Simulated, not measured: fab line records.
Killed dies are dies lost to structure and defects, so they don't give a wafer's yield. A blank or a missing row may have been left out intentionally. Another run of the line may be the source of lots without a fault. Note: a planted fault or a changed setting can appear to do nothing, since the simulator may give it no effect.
Which tool is to blame? ; flow gf180mcu ; 36 wafers from 12 lots sampled at 6 of the route's 602 steps

== WHAT EACH GAUGE READ, for each wafer ==
GF_HV_LDD_TW_MEAS_11.
lot;measured;on;HV_LDD_TW
L454;day 10 02:31;filmMetro-03;2401 2399 2418
L455;day 10 10:02;filmMetro-01;2412 2417 2418
L456;day 10 15:04;filmMetro-04;2411 2419 2415
L465;day 13 06:54;filmMetro-04;2412 2405 2396
L469;day 14 12:55;filmMetro-04;2406 2419 2407
L470;day 14 23:57;filmMetro-04;2404 2411 2404
L471;day 15 09:22;filmMetro-04;2387 2391 2394
L472;day 15 11:31;filmMetro-04;2397 2400 2378
L473;day 15 21:05;filmMetro-04;2396 2395 2403
L475;day 16 10:58;filmMetro-04;2400 2408 2400
L476;day 16 18:31;filmMetro-01;2393 2427 2426
L477;day 17 00:59;filmMetro-04;2393 2399 2405

GF_PSD_CD_MEAS_07: target cd 400 nm.
lot;measured;on;cdNm (nm)
L454;day 14 08:46;cdSem-02;401.1 401.6 400.8
L455;day 14 13:55;cdSem-01;400.4 402.7 400.1
L456;day 14 20:58;cdSem-02;400.0 400.4 399.7
L465;day 17 23:55;cdSem-01;398.3 398.9 400.0
L469;day 19 11:22;cdSem-01;396.4 396.9 396.5
L470;day 20 02:01;cdSem-01;395.1 393.9 396.8
L471;day 20 10:56;cdSem-02;398.8 397.2 397.9
L472;day 20 13:04;cdSem-02;398.6 400.5 398.1
L473;day 21 00:19;cdSem-02;398.1 398.3 398.8
L475;day 21 14:48;cdSem-02;399.0 400.4 397.9
L476;day 21 21:50;cdSem-01;395.5 396.8 396.1
L477;day 22 04:59;cdSem-01;399.7 400.1 400.8

GF_PSD_RS_MEAS_14: uses a four-point probe to measure.
lot;measured;on;NSD_RS (ohm/sq)
L454;day 14 09:23;filmMetro-04;46.17 46.33 46.29
L455;day 14 14:32;filmMetro-02;46.20 46.24 46.21
L456;day 14 21:34;filmMetro-04;46.10 45.97 46.04
L465;day 18 00:31;filmMetro-04;44.04 44.01 43.90 44.08 44.06 44.07
L469;day 19 11:58;filmMetro-04;44.03 44.03 43.96 44.06 44.14 43.92
L470;day 20 02:37;filmMetro-02;46.15 46.18 46.13
L471;day 20 11:32;filmMetro-02;46.27 46.17 46.11
L472;day 20 13:40;filmMetro-02;46.16 46.16 46.24
L473;day 21 00:55;filmMetro-04;46.08 46.08 46.17
L475;day 21 15:24;filmMetro-02;46.30 46.28 46.26
L476;day 21 22:26;filmMetro-02;46.28 46.19 46.16
L477;day 22 05:35;filmMetro-04;46.11 46.17 46.12

GF_PSD_RS_MEAS_15: uses a four-point probe to measure.
lot;measured;on;PSD_RS (ohm/sq)
L454;day 14 09:30;filmMetro-04;108.21 108.46 108.69
L455;day 14 14:39;filmMetro-02;108.76 108.66 108.54
L456;day 14 21:41;filmMetro-04;108.11 108.02 107.92
L465;day 18 06:54;filmMetro-04;108.56 108.40 108.65
L469;day 19 13:02;filmMetro-04;108.82 108.76 108.09
L470;day 20 02:44;filmMetro-02;108.44 108.61 108.35
L471;day 20 11:39;filmMetro-02;108.48 108.69 108.31
L472;day 20 13:47;filmMetro-02;108.32 108.52 108.68
L473;day 21 01:02;filmMetro-04;108.31 108.28 108.70
L475;day 21 15:31;filmMetro-02;108.78 109.00 108.91
L476;day 21 22:33;filmMetro-02;108.98 108.87 108.69
L477;day 22 05:43;filmMetro-04;108.47 108.76 108.62

== WHAT TOOL EACH LOT RAN ON (gives the tool, then ch and the chambers of the sampled wafers, and finally the start) ==
lot;GF_NSD_IMPLANT_09;GF_NSD_STRIP_11
L454;implanter-04 ch 0, day 13 11:56;plasmaAsher-04 ch 0,1, day 13 12:13
L455;implanter-04 ch 0, day 13 16:59;plasmaAsher-01 ch 0,1, day 13 17:16
L456;implanter-04 ch 0, day 13 23:55;plasmaAsher-03 ch 0,1, day 14 00:13
L465;implanter-03 ch 0, day 17 01:13;plasmaAsher-01 ch 0,1, day 17 01:50
L469;implanter-03 ch 0, day 18 10:40;plasmaAsher-04 ch 0,1, day 18 11:16
L470;implanter-03 ch 0, day 19 01:19;plasmaAsher-04 ch 0,1, day 19 01:55
L471;implanter-04 ch 0, day 19 09:56;plasmaAsher-03 ch 0,1, day 19 10:13
L472;implanter-02 ch 0, day 19 13:02;plasmaAsher-04 ch 0,1, day 19 13:19
L473;implanter-03 ch 0, day 19 23:41;plasmaAsher-04 ch 0,1, day 19 23:56
L475;implanter-03 ch 0, day 20 14:49;plasmaAsher-04 ch 0,1, day 20 15:07
L476;implanter-02 ch 0, day 20 22:14;plasmaAsher-03 ch 0,1, day 20 22:31
L477;implanter-04 ch 0, day 21 05:13;plasmaAsher-01 ch 0,1, day 21 05:31
- GF_NSD_IMPLANT_09
- GF_NSD_STRIP_11: strips in O2/N2.

== WHAT THE TOOLS THEMSELVES READ (means of the sampled wafers that have a number; where no wafer has one, the mark that the record gives instead) ==
GF_NSD_IMPLANT_09.
lot;tool;faradayCurrentUA
L454;implanter-04;11058
L455;implanter-04;11156
L456;implanter-04;11014
L465;implanter-03;12263
L469;implanter-03;12375
L470;implanter-03;12589
L471;implanter-04;10861
L472;implanter-02;13317
L473;implanter-03;11986
L475;implanter-03;11972
L476;implanter-02;13430
L477;implanter-04;10992

GF_NSD_STRIP_11.
lot;tool;drypumpMotorCurrentA (A);heaterPowerW (W);oesProductAu (a.u.);stripTimeToEndpointS (s)
L454;plasmaAsher-04;6.3;347;0.486;22.95
L455;plasmaAsher-01;5.8;349;0.490;22.97
L456;plasmaAsher-03;5.8;373;0.490;22.99
L465;plasmaAsher-01;5.7;353;0.475;24.08
L469;plasmaAsher-04;6.5;393;0.475;24.10
L470;plasmaAsher-04;6.5;389;0.488;22.93
L471;plasmaAsher-03;5.3;339;0.486;22.96
L472;plasmaAsher-04;6.5;392;0.485;22.92
L473;plasmaAsher-04;6.3;351;0.488;22.96
L475;plasmaAsher-04;6.3;346;0.487;22.94
L476;plasmaAsher-03;5.3;337;0.488;22.96
L477;plasmaAsher-01;5.7;369;0.488;22.95

== THE ANSWER, worked out from the rows above alone ==
Rule: usual is defined by the lots themselves. Put in order of their means at a reading, lots are off if they are a third of the lots or fewer, leave a main group of 4 or more, and stand apart from it by a gap of 3 or more times the standard deviation of the main group's means; of several such gaps the widest counts. Not used: any main group whose means are identical at the precision the tables above print for the reading. Also off: a lot with no number at a reading for which 4 or more lots have one. Any other lot the step has rows for is counted as sound. The gauges are gone through in route order, then the tools' own readings, and for those a lot's mean is taken as printed above. The first step at which some lot is off is used, and at that step the reading that is off furthest; a lot without a number counts as furthest.
Off: L465, L469, seen at GF_PSD_RS_MEAS_14 (NSD_RS). For the main group the mean is 46.18 ohm/sq and the standard deviation 0.069.
A tool fits if, at a process step before that reading, it ran every lot that is off, and no sound lot after the first of them. The gauges at GF_PSD_RS_MEAS_14 aren't tried: what is off there is off at GF_NSD_STRIP_11 too, on other tools, and a gauge's error can't cause that. None of those tried fits.

== WHAT THE SIMULATOR HAD PUT IN ==
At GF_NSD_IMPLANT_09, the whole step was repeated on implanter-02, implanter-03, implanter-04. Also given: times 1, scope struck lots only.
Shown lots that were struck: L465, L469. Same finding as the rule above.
